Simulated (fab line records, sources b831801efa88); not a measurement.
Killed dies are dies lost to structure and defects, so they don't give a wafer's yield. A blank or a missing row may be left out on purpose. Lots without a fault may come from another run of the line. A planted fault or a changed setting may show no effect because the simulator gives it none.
A struck lot beside a sound one | flow sky130 | 30 steps out of a route of 708
Sound: wafers L825.1, L825.5, L825.6. Struck: wafers L816.1, L816.4. (L816.5 of the same lot was not struck and is left out.) The cause comes at the end.
At each step with rows: each side's tool, then ch and its chambers, then its first start. Under that, the readings that differ: sound wafers | struck wafers | difference of the means | sigmas: that difference in standard deviations of wafers without a fault.
alike: readings whose means differ by less than 2 such deviations, and words and numbers that are the same on both sides. not compared: withheld readings, readings that some wafer has no value for, bounds like >300 that may hide the same value, and numbers for which the record gives no deviation and whose values overlap.
The two part at a step that has a row with sigmas, a row that says differs or no value, or rows on one side only. Numbers that don't overlap but have no deviation are shown without sigmas and don't part them. A reading that every wafer of one side lacks parts them only if that side has two wafers or more.

SKY_LI_CONTACT_OVL_MEAS_13:
  sound on overlay-02, day 34 14:10; struck on overlay-01, day 31 18:55
  reading             | sound    | struck | difference | sigmas
  LI_CONTACT_OVL (nm) | -5 -8 -9 | 7 11   | +16        | +3
then, 2 steps without rows for these wafers: SKY_LI_CONTACT_ETCH_14 (etches BARC in N2/H2, stops on SiO2, time 45.9 s, target depth 60 nm); SKY_LI_CONTACT_ETCH_15 (etches PSG in C4F8/O2/Ar, stops on Si, target depth 600 nm).
SKY_LI_CONTACT_STRIP_16: strips in O2/N2.
  sound on plasma_asher-04 ch 0,1, day 34 14:20; struck on plasma_asher-04 ch 0,1, day 31 19:05
  alike: drypump_motor_current_A, oes_product_au, strip_time_to_endpoint_s
  not compared: rf_hours_counter_h
then, 2 steps without rows for these wafers: SKY_LI_CONTACT_CLEAN_17 (cleans in NMP, time 600 s); SKY_LI_CONTACT_PRE_CLEAN_18 (time 5.6 s).
SKY_LI_CONTACT_SPUTTER_19: material Ti, target thk 20 nm, time 106.37 s.
  sound on pvd_sputter-02, day 34 14:38; struck on pvd_sputter-01, day 31 19:22
  alike: throttle_valve_pct
SKY_LI_CONTACT_SPUTTER_20: material TiN, target thk 20 nm, time 80 s.
  sound on pvd_sputter-02, day 34 14:43; struck on pvd_sputter-01, day 31 19:27
  alike: throttle_valve_pct
then, 1 step without rows for these wafers: SKY_LI_CONTACT_CVD_21 (deposits W, target thk 400 nm, time 120.56 s).
SKY_LI_CONTACT_RS_MEAS_22: measures by four-point-probe.
  sound on film_metro-03, day 34 14:54; struck on film_metro-04, day 31 19:38
  alike: LI_CONTACT_W_RS
SKY_LI_CONTACT_THK_MEAS_23: measures by xrf.
  sound on film_metro-03, day 34 15:01; struck on film_metro-04, day 31 19:45
  reading               | sound       | struck  | difference | sigmas
  LI_CONTACT_W_THK (nm) | 396 400 392 | 382 378 | -16        | -2
then, 1 step without rows for these wafers: SKY_LI_CONTACT_CMP_24 (polishes, stops on PSG, t overpolish 20 s, target thk 0 nm).
SKY_LOCAL_INTERCONNECT_SPUTTER_00: material TiN, target thk 100 nm, time 83.3 s.
  sound on pvd_sputter-01, day 34 15:23; struck on pvd_sputter-02, day 31 20:07
  reading                                                | sound             | struck      | difference | sigmas
  model.TiN_of_LOCAL_INTERCONNECT_SPUTTER_00.thk_nm (nm) | 100.5 99.79 100.9 | 105.7 103.6 | +4.3       |
  alike: throttle_valve_pct
SKY_LOCAL_INTERCONNECT_RS_MEAS_01: measures by four-point-probe.
  sound on film_metro-01, day 34 15:26; struck on film_metro-01, day 31 20:30
  reading                            | sound             | struck      | difference | sigmas
  LOCAL_INTERCONNECT_TIN_RS (ohm/sq) | 14.10 14.21 14.04 | 13.35 13.65 | -0.62      | -4
  not compared: hold
SKY_LOCAL_INTERCONNECT_THK_MEAS_02: measures by xrf.
  sound on film_metro-01, day 34 15:34; struck on film_metro-01, day 32 02:04
  reading                         | sound           | struck      | difference | sigmas
  LOCAL_INTERCONNECT_TIN_THK (nm) | 99.6 98.8 100.5 | 105.1 103.2 | +4.5       | +3
  not compared: hold
then, 7 steps without rows for these wafers: SKY_LOCAL_INTERCONNECT_HMDS_04 (prime time 60 s); SKY_LOCAL_INTERCONNECT_COAT_05 (resist thk 60 nm); SKY_LOCAL_INTERCONNECT_COAT_06 (resist thk 450 nm); SKY_LOCAL_INTERCONNECT_SOFTBAKE_07 (time 90 s); SKY_LOCAL_INTERCONNECT_EXPOSE_08 (exposes mask LI1M, target cd 170 nm); SKY_LOCAL_INTERCONNECT_PEB_09; SKY_LOCAL_INTERCONNECT_DEVELOP_10 (develop time 60 s).
SKY_LOCAL_INTERCONNECT_CD_MEAS_11: target cd 170 nm.
  sound on cd_sem-02, day 35 17:38; struck on cd_sem-02, day 32 23:47
  alike: cd_nm
SKY_LOCAL_INTERCONNECT_OVL_MEAS_12:
  sound on overlay-02, day 35 17:46; struck on overlay-01, day 32 23:55
  alike: LOCAL_INTERCONNECT_OVL
SKY_LOCAL_INTERCONNECT_ETCH_13: etches BARC in N2/H2, stops on SiO2, time 45.9 s, target depth 60 nm.
  sound on rie_metal-03 ch 0,1, day 35 17:48; struck on rie_metal-01 ch 0,1, day 32 23:57
  alike: drypump_motor_current_A, oes_product_au, throttle_valve_pct
  not compared: rf_hours_counter_h
SKY_LOCAL_INTERCONNECT_METAL_ETCH_14: etches TiN in Cl2/BCl3, stops on PSG, target depth 110 nm, time 31.4 s.
  sound on rie_metal-03 ch 0,1, day 35 17:52; struck on rie_metal-01 ch 0,1, day 33 00:01
  reading                                        | sound             | struck      | difference | sigmas
  oes_product_au (a.u.)                          | 0.944 0.941 0.953 | 0.978 0.960 | +0.023     | +3
  model.etch.depth_nm (nm)                       | 100.5 99.79 100.9 | 105.7 103.6 | +4.3       |
  model.LOCAL_INTERCONNECT.feature_depth_nm (nm) | 100.5 99.79 100.9 | 105.7 103.6 | +4.3       |
  alike: bcl3_flow_sccm, drypump_motor_current_A, throttle_valve_pct
  not compared: rf_hours_counter_h
SKY_LOCAL_INTERCONNECT_STRIP_15: strips in O2/N2.
  sound on plasma_asher-02 ch 0,1, day 35 17:55; struck on plasma_asher-03 ch 0,1, day 33 00:04
  alike: drypump_motor_current_A, oes_product_au, strip_time_to_endpoint_s
  not compared: rf_hours_counter_h
SKY_LOCAL_INTERCONNECT_STRIP_16: strips in post etch residue remover, time 1200 s.
  sound on wet_bench-03 ch 1, day 35 18:01; struck on wet_bench-03 ch 1, day 33 00:10
  reading                                                | sound           | struck      | difference | sigmas
  model.TiN_of_LOCAL_INTERCONNECT_SPUTTER_00.thk_nm (nm) | 100 99.36 100.4 | 105.3 103.2 | +4.3       |
  alike: bath_guard_temp_C
then, 1 step without rows for these wafers: SKY_LOCAL_INTERCONNECT_CLEAN_17 (cleans in IPA, time 180 s).
-- the record jumps here: 15 days lie between the struck wafers' starts before and after (it left off in module LOCAL_INTERCONNECT and takes up again in module PAD_OPEN, whose first step shown is number 708 of the route) --
SKY_PAD_OPEN_PROBE_99:
  sound on prober-01, day 49 17:19; struck on prober-02, day 47 16:43
  reading                        | sound             | struck      | difference | sigmas
  model.etest.res_li.line_ohm_um | 74.82 75.04 75.45 | 71.05 72.44 | -3.36      |
  model.etest.res_li.rs_ohm_sq   | 12.71 12.75 12.62 | 12.04 12.41 | -0.47      |
  alike: killed_at_M0_to_M3, killed_at_M4_up, killed_at_contacts, killed_at_front_end, killed_at_other, killed_dies, killed_open, killed_short

WHERE THEY PART
First at SKY_LI_CONTACT_OVL_MEAS_13; last, within this record, at SKY_LOCAL_INTERCONNECT_METAL_ETCH_14. Later steps at which nothing parts them and some readings are alike: SKY_LOCAL_INTERCONNECT_STRIP_15, SKY_LOCAL_INTERCONNECT_STRIP_16, SKY_PAD_OPEN_PROBE_99.

WHY: what the simulator had put in
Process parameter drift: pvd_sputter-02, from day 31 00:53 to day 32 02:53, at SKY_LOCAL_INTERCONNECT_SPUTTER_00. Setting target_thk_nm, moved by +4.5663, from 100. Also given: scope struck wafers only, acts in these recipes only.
